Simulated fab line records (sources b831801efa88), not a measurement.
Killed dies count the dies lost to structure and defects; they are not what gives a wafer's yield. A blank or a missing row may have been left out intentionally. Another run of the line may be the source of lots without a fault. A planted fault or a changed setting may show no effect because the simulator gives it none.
fab line records | flow sky130
[record] lots = 7 wafers = 21 last-day = 50
route steps=708 shown SONOS_TUNNEL@156 SONOS_ONO@168 PAD_OPEN@708
lots that met no fault: taken from a fault-free run of the same line
start-h: the number of hours between the record's first day and the start of the first shown wafer of the lot | wait-h: hours since the lot's step before | " as in the row above | L1.1+2: one row covering several wafers at once | - either no value or no given start | * or withheld: withheld | < > ~ a bound
route shown NAME@n: NAME is a module with steps in the file, n the number in the route of the first one | usual: mean/standard deviation of fault-free wafers | same: alike in all rows | chamber/n: place in a boat | sites: readings site by site | _std_site: the values' standard deviation | _edge_site: inner sites' mean taken away from outer sites' mean | radius-mm: for every site, how far away it sits from the centre of the wafer | mask NAME#n: copy n | behind: the tool/chamber that last shaped the wafer | hold: why the lot was held/for how many hours/how that ended | device: transistor that didn't switch, given as n, p or np | end of line: the route-end tests of the same wafers | for a step that has no rows: nothing shown but its recipe | killed: at the first sort, the dies lost to defects and structure; wafer yield is something else | map: per-die view of a wafer (x killed, . not killed, _ where there is no die)
set.NAME: the setting that was run; set.NAME@STEP: the one run at that earlier step | model.NAME: the simulator's own value behind a step, which no gauge read
lots seen at some steps along the route; tables by step, rows by wafer
services: when a tool's chamber went out of use (start-h, in hours from the record's first day, below 0 if earlier), for how many hours, and the reason
[[steps]]
[step SKY_SONOS_TUNNEL_COAT_02]
[recipe] resist = NOVOLAK spin-rpm = 3000 resist-thk-nm = 1140
[step SKY_SONOS_TUNNEL_SOFTBAKE_03]
[recipe] temp-c = 90 time-s = 60 resist = NOVOLAK
[step SKY_SONOS_TUNNEL_EXPOSE_04]
[recipe] mask-id = TUNM na = 0.6 source-shape = conventional sigma-outer = 0.6 polarization = unpolarized target-cd-nm = 410 dose-mj = 136
[step SKY_SONOS_TUNNEL_PEB_05]
[recipe] temp-c = withheld time-s = * resist = NOVOLAK
[step SKY_SONOS_TUNNEL_DEVELOP_06]
[recipe] resist = NOVOLAK developer = TMAH develop-time-s = 60 dev-temp-c = 23
[step SKY_SONOS_TUNNEL_CD_MEAS_07]
[recipe] target-cd-nm = 410
[usual] cd-nm = 410.2/2.3
// columns lot.wafer tool chamber start-h wait-h cd-nm
L555.1 cd-sem-01 - 268.87 0.1 410.5
L555.3 " - " " 409.2
L555.4 " - " " 410.0
L562.3 cd-sem-02 - 317.69 0.1 414.4
L562.4 " - " " 414.7
L562.6 " - " " 414.0
L563.1 cd-sem-01 - 331.97 0.1 410.1
L563.2 " - " " 410.6
L563.5 " - " " 410.8
L567.3 cd-sem-02 - 363.01 0.1 405.2
L567.5 " - " " 402.5
L567.6 " - " " 403.8
L570.2 cd-sem-02 - 390.69 0.1 410.2
L570.4 " - " " 410.2
L570.6 " - " " 410.9
L569.1 cd-sem-01 - 392.21 0.1 409.8
L569.3 " - " " 410.1
L569.5 " - " " 411.4
L577.3 cd-sem-01 - 443.06 0.1 409.0
L577.4 " - " " 409.9
L577.5 " - " " 411.7
[step SKY_SONOS_TUNNEL_OVL_MEAS_08]
[usual] SONOS_TUNNEL_OVL = 0.5/1.1
// columns lot.wafer tool chamber start-h wait-h SONOS_TUNNEL_OVL[nm]
L555.1 overlay-01 - 268.99 0.1 0.0
L555.3 " - " " 0.2
L555.4 " - " " 0.4
L562.3 overlay-01 - 317.78 0.1 -0.7
L562.4 " - " " 0.7
L562.6 " - " " -0.7
L563.1 overlay-02 - 332.09 0.1 0.6
L563.2 " - " " 0.3
L563.5 " - " " 1.4
L567.3 overlay-02 - 363.10 0.1 -0.3
L567.5 " - " " 2.2
L567.6 " - " " 0.4
L570.2 overlay-02 - 390.79 0.1 -1.1
L570.4 " - " " -1.0
L570.6 " - " " -0.3
L569.1 overlay-01 - 392.33 0.1 -0.6
L569.3 " - " " 1.8
L569.5 " - " " 0.9
L577.3 overlay-01 - 443.15 0.1 1.8
L577.4 " - " " -0.1
L577.5 " - " " 0.7
[step SKY_SONOS_TUNNEL_IMPLANT_09]
[recipe] species = B energy-kev = 20 dose-cm2 = 1e+12 tilt-deg = withheld
[step SKY_SONOS_TUNNEL_WET_ETCH_10]
[recipe] chemistry = dHF target-depth-nm = 14 target = SiO2 dilution = 100:1 temp-c = 25 time-s = 280
[step SKY_SONOS_TUNNEL_STRIP_11]
[recipe] chemistry = SPM time-s = 600 temp-c = 130
[step SKY_SONOS_TUNNEL_TW_MEAS_12]
[usual] SONOS_TUNNEL_TW = 199/3
// columns lot.wafer tool chamber start-h wait-h SONOS_TUNNEL_TW
L555.1 film-metro-03 - 269.43 0.0 198
L555.3 " - " " 198
L555.4 " - " " 199
L562.3 film-metro-04 - 318.32 0.0 202
L562.4 " - " " 201
L562.6 " - " " 200
L563.1 film-metro-01 - 332.53 0.0 194
L563.2 " - " " 195
L563.5 " - " " 194
L567.3 film-metro-04 - 363.55 0.0 203
L567.5 " - " " 203
L567.6 " - " " 202
L570.2 film-metro-03 - 391.24 0.0 200
L570.4 " - " " 200
L570.6 " - " " 200
L569.1 film-metro-01 - 392.78 0.0 194
L569.3 " - " " 195
L569.5 " - " " 194
L577.3 film-metro-03 - 443.62 0.0 200
L577.4 " - " " 200
L577.5 " - " " 199
[step SKY_SONOS_TUNNEL_CLEAN_13]
[recipe] chemistry = dHF time-s = 20 dilution = 100:1 dry = ipa-marangoni
[step SKY_SONOS_ONO_OXIDATION_00]
[recipe] temp-c = 800 ambient = O2 idle-temp-c = 700 ramp-up-c-per-min = 10 ramp-down-c-per-min = 3 stabilise-s = 600 purge-s = 300 target-thk-a = 26 ox-time-s = 1249
[usual] spike-tc-upper-C = 800.2/1.1 zone-power-bottom-pct = 21.7/1.6 zone-power-centre-pct = 17.0/1.6 zone-power-top-pct = 27.8/0.52 zone-power-upper-pct = 14.6/1.4
// columns lot.wafer tool chamber start-h wait-h spike-tc-upper-C zone-power-bottom-pct zone-power-centre-pct zone-power-top-pct zone-power-upper-pct
L555.1 furnace-02 0 269.79 0.3 799.8 22.7 16.2 27.9 13.4
L555.3 " 0 " " 800.0 23.2 15.9 27.5 13.6
L555.4 " 0 " " 799.2 22.7 15.8 28.2 13.8
L562.3 furnace-01 0 318.47 0.1 801.8 19.3 19.7 28.7 16.4
L562.4 " 0 " " 801.0 19.7 19.1 28.4 16.4
L562.6 " 0 " " 799.7 19.5 19.3 28.2 16.4
L563.1 furnace-02 0 334.41 1.8 800.7 23.2 15.9 27.8 13.4
L563.2 " 0 " " 798.7 23.1 15.8 27.3 13.6
L563.5 " 0 " " 802.2 22.8 15.6 27.8 13.6
L567.3 furnace-02 0 363.61 0.0 834.0 22.9 10.7 21.2 24.5
L567.5 " 0 " " 836.4 22.8 10.6 21.1 24.1
L567.6 " 0 " " 834.4 22.5 10.6 21.3 24.1
L570.2 furnace-02 0 391.63 0.3 833.5 22.7 10.5 21.0 24.1
L570.4 " 0 " " 834.1 22.7 10.6 20.9 24.3
L570.6 " 0 " " 834.2 22.8 10.6 21.0 24.2
L569.1 furnace-02 0 392.98 0.1 835.7 22.8 10.4 21.2 24.6
L569.3 " 0 " " 834.3 22.8 10.4 21.0 24.3
L569.5 " 0 " " 836.2 22.5 10.6 21.2 24.1
L577.3 furnace-01 0 444.62 0.9 799.8 19.5 19.4 28.3 16.6
L577.4 " 0 " " 803.2 19.6 19.2 28.3 16.4
L577.5 " 0 " " 800.4 19.5 19.0 28.3 16.4
[step SKY_SONOS_ONO_THK_MEAS_01]
[recipe] reads = SiO2_of_SONOS_ONO_OXIDATION_00
[usual] SONOS_ONO_OXIDATION_THK = 2.57/0.056
// columns lot.wafer tool chamber start-h wait-h SONOS_ONO_OXIDATION_THK[nm]
L555.1 film-metro-02 - 271.14 0.0 2.60
L555.3 " - " " 2.58
L555.4 " - " " 2.59
L562.3 film-metro-02 - 319.83 0.0 2.55
L562.4 " - " " 2.60
L562.6 " - " " 2.59
L563.1 film-metro-02 - 335.76 0.0 2.70
L563.2 " - " " 2.70
L563.5 " - " " 2.66
L567.3 film-metro-03 - 364.98 0.0 2.63
L567.5 " - " " 2.60
L567.6 " - " " 2.59
L570.2 film-metro-02 - 392.99 0.0 2.63
L570.4 " - " " 2.61
L570.6 " - " " 2.64
L569.1 film-metro-01 - 394.33 0.0 2.53
L569.3 " - " " 2.44
L569.5 " - " " 2.52
L577.3 film-metro-03 - 445.99 0.0 2.57
L577.4 " - " " 2.54
L577.5 " - " " 2.48
[step SKY_PAD_OPEN_PROBE_99]
[usual] killed_at_M0_to_M3 = 45/7.5 killed_at_M4_up = 2.8/1.9 killed-at-contacts = 25/5.5 killed-at-front-end = 14/4 killed-at-other = 0.3/0.75 killed-dies = 87/9.4 killed-on-rim = 17/3.8 killed-open = 47/6.6 killed-short = 39/6.6
[same] gross-dies = 492 killed-at-back-side = 0
// columns lot.wafer tool chamber start-h wait-h killed_at_M0_to_M3 killed_at_M4_up killed-at-contacts killed-at-front-end killed-at-other killed-dies killed-on-rim killed-open killed-short
L555.1 prober-01 - 1094.06 0.1 37 2 20 17 1 77 15 40 37
L555.3 prober-01 - 1094.16 0.2 55 1 23 15 1 95 19 54 41
L555.4 prober-01 - 1094.21 0.2 49 4 18 12 0 83 19 55 28
L562.3 prober-02 - 1133.53 0.2 44 6 25 15 0 90 10 47 43
L562.4 prober-02 - 1133.58 0.2 47 3 23 19 1 93 17 48 45
L562.6 prober-02 - 1133.68 0.2 43 1 23 15 0 82 13 48 34
L563.1 prober-02 - 1139.63 0.1 41 4 18 13 0 76 14 45 31
L563.2 prober-02 - 1139.68 0.1 38 5 21 19 0 83 18 48 35
L563.5 prober-02 - 1139.83 0.2 34 2 24 22 0 82 14 46 36
L567.3 prober-02 - 1175.28 0.2 45 2 14 16 1 78 18 44 34
L567.5 prober-02 - 1175.38 0.2 47 1 25 18 0 91 20 48 43
L567.6 prober-02 - 1175.43 0.2 44 2 24 8 1 79 17 35 44
L570.2 prober-01 - 1181.01 0.1 30 2 27 14 0 73 13 45 28
L570.4 prober-01 - 1181.11 0.2 53 3 18 12 0 86 12 37 49
L570.6 prober-01 - 1181.21 0.2 46 4 18 23 0 91 21 37 54
L577.3 prober-02 - 1207.61 0.2 31 1 32 10 0 74 18 40 34
L577.4 prober-02 - 1207.66 0.2 44 4 27 20 1 96 23 47 49
L577.5 prober-02 - 1207.71 0.2 46 3 22 20 1 92 17 49 43
// killed by level:class
L555.1 VIA2:geometric-particle:open=7 CONTACT:geometric-particle:short=7 LI_CONTACT:geometric-particle:open=6 CONTACT:geometric-particle:open=5 VIA1:geometric-particle:open=4 VIA2:geometric-particle:short=4 VIA3:geometric-particle:open=4 FIELD_ISO:geometric-particle:open=3
L555.3 VIA1:geometric-particle:open=13 LI_CONTACT:geometric-particle:open=8 VIA3:geometric-particle:open=7 POLY_GATE:geometric-particle:open=5 CONTACT:geometric-particle:open=5 CONTACT:geometric-particle:short=5 METAL1:geometric-particle:short=5 VIA1:geometric-particle:short=5
L555.4 VIA1:geometric-particle:open=16 CONTACT:geometric-particle:open=8 METAL2:geometric-particle:short=7 VIA3:geometric-particle:open=7 VIA2:geometric-particle:open=6 LI_CONTACT:geometric-particle:open=5 METAL1:geometric-particle:short=5 POLY_GATE:geometric-particle:open=4
L562.3 VIA1:geometric-particle:open=13 CONTACT:geometric-particle:open=10 VIA3:geometric-particle:open=9 CONTACT:geometric-particle:short=6 LOCAL_INTERCONNECT:geometric-particle:short=5 METAL2:geometric-particle:short=5 METAL1:geometric-particle:short=4 VIA1:geometric-particle:short=4
L562.4 VIA1:geometric-particle:open=10 LI_CONTACT:geometric-particle:open=9 METAL1:geometric-particle:short=9 POLY_GATE:geometric-particle:short=7 CONTACT:geometric-particle:open=6 VIA3:geometric-particle:open=6 METAL2:geometric-particle:short=6 VIA2:geometric-particle:open=5
L562.6 VIA1:geometric-particle:open=10 CONTACT:geometric-particle:open=8 LI_CONTACT:geometric-particle:open=7 VIA2:geometric-particle:open=7 METAL2:geometric-particle:short=7 VIA1:geometric-particle:short=6 POLY_GATE:geometric-particle:open=5 FIELD_ISO:geometric-particle:open=4
L563.1 VIA1:geometric-particle:open=11 CONTACT:geometric-particle:open=7 LI_CONTACT:geometric-particle:open=6 VIA1:geometric-particle:short=6 VIA3:geometric-particle:open=6 FIELD_ISO:geometric-particle:open=4 VIA2:geometric-particle:short=4 FIELD_ISO:geometric-particle:short=3
L563.2 VIA3:geometric-particle:open=12 VIA1:geometric-particle:open=8 CONTACT:geometric-particle:open=7 LI_CONTACT:geometric-particle:open=6 FIELD_ISO:geometric-particle:short=5 CONTACT:geometric-particle:short=5 FIELD_ISO:geometric-particle:open=4 METAL1:geometric-particle:short=4
L563.5 CONTACT:geometric-particle:open=12 VIA1:geometric-particle:open=8 FIELD_ISO:geometric-particle:open=7 POLY_GATE:geometric-particle:short=6 VIA2:geometric-particle:open=6 METAL1:geometric-particle:short=5 POLY_GATE:geometric-particle:open=4 LOCAL_INTERCONNECT:geometric-particle:short=4
L567.3 VIA1:geometric-particle:open=11 VIA3:geometric-particle:open=8 METAL2:geometric-particle:short=6 VIA2:geometric-particle:open=6 FIELD_ISO:geometric-particle:open=5 CONTACT:geometric-particle:short=5 FIELD_ISO:geometric-particle:short=4 LI_CONTACT:geometric-particle:short=4
L567.5 VIA1:geometric-particle:short=11 VIA1:geometric-particle:open=11 CONTACT:geometric-particle:open=9 LI_CONTACT:geometric-particle:open=7 CONTACT:geometric-particle:short=6 VIA2:geometric-particle:open=6 FIELD_ISO:geometric-particle:open=5 FIELD_ISO:geometric-particle:short=5
L567.6 VIA1:geometric-particle:open=9 VIA2:geometric-particle:open=7 LI_CONTACT:geometric-particle:open=6 CONTACT:geometric-particle:open=6 VIA1:geometric-particle:short=5 CONTACT:geometric-particle:short=5 METAL1:geometric-particle:short=5 VIA3:geometric-particle:short=5
L570.2 CONTACT:geometric-particle:open=14 VIA1:geometric-particle:open=7 LI_CONTACT:geometric-particle:open=7 VIA2:geometric-particle:open=6 METAL1:geometric-particle:short=5 CONTACT:geometric-particle:short=4 FIELD_ISO:geometric-particle:short=3 POLY_GATE:geometric-particle:short=3
L570.4 METAL1:geometric-particle:short=11 VIA1:geometric-particle:open=10 VIA1:geometric-particle:short=8 LOCAL_INTERCONNECT:geometric-particle:short=5 METAL2:geometric-particle:short=5 LI_CONTACT:geometric-particle:open=4 CONTACT:geometric-particle:short=4 VIA2:geometric-particle:open=4
L570.6 VIA1:geometric-particle:open=7 METAL1:geometric-particle:short=7 VIA3:geometric-particle:open=7 VIA3:geometric-particle:short=7 POLY_GATE:geometric-particle:short=6 FIELD_ISO:geometric-particle:short=5 LI_CONTACT:geometric-particle:open=5 CONTACT:geometric-particle:short=5
L577.3 CONTACT:geometric-particle:open=11 LI_CONTACT:geometric-particle:open=10 LOCAL_INTERCONNECT:geometric-particle:short=6 VIA1:geometric-particle:open=6 VIA1:geometric-particle:short=5 METAL1:geometric-particle:short=4 VIA2:geometric-particle:open=4 VIA3:geometric-particle:open=4
L577.4 CONTACT:geometric-particle:open=10 VIA1:geometric-particle:open=9 VIA3:geometric-particle:open=9 CONTACT:geometric-particle:short=7 FIELD_ISO:geometric-particle:short=6 POLY_GATE:geometric-particle:open=6 METAL1:geometric-particle:short=6 VIA1:geometric-particle:short=5
L577.5 VIA1:geometric-particle:open=18 LOCAL_INTERCONNECT:geometric-particle:short=7 METAL1:geometric-particle:short=6 POLY_GATE:geometric-particle:open=5 CONTACT:geometric-particle:open=5 FIELD_ISO:geometric-particle:short=4 FIELD_ISO:geometric-particle:open=4 LI_CONTACT:geometric-particle:short=4
[[services]]
// columns tool chamber start-h hours kind
furnace-02 - 259.57 3.3 pm
furnace-01 - 266.79 3.0 pm
furnace-02 - 375.52 3.0 pm
furnace-01 - 409.29 3.5 pm
[[key]]
[first-sign] step = SKY_SONOS_ONO_OXIDATION_00 reading = spike-tc-upper-C direction = up sigmas = 32 usual = 800.2 struck = 834.7
[effect] step = SKY_SONOS_ONO_OXIDATION_00 reading = zone-power-top-pct direction = down sigmas = 13 usual = 27.8 struck = 21.1
met-at SKY_SONOS_ONO_OXIDATION_00
struck-wafers L567.3,L567.5,L567.6,L569.1,L569.3,L569.5,L570.2,L570.4,L570.6
tester-left-out L567,L569,L570
onset-between 334.41 363.61
[fault] kind = process-parameter-drift tool = furnace-02 chamber = - onset-h = 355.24 steps = SKY_SONOS_ONO_OXIDATION_00 channel = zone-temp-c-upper offset = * shape = step end-h = 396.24
// tester-left-out: of these lots the tester's yield and bins aren't shown, on N5 and GAA mostly nor the transistor test; their killed dies are dies lost to structure and defects alone, not to doping, threshold or leakage, so they don't give the yield
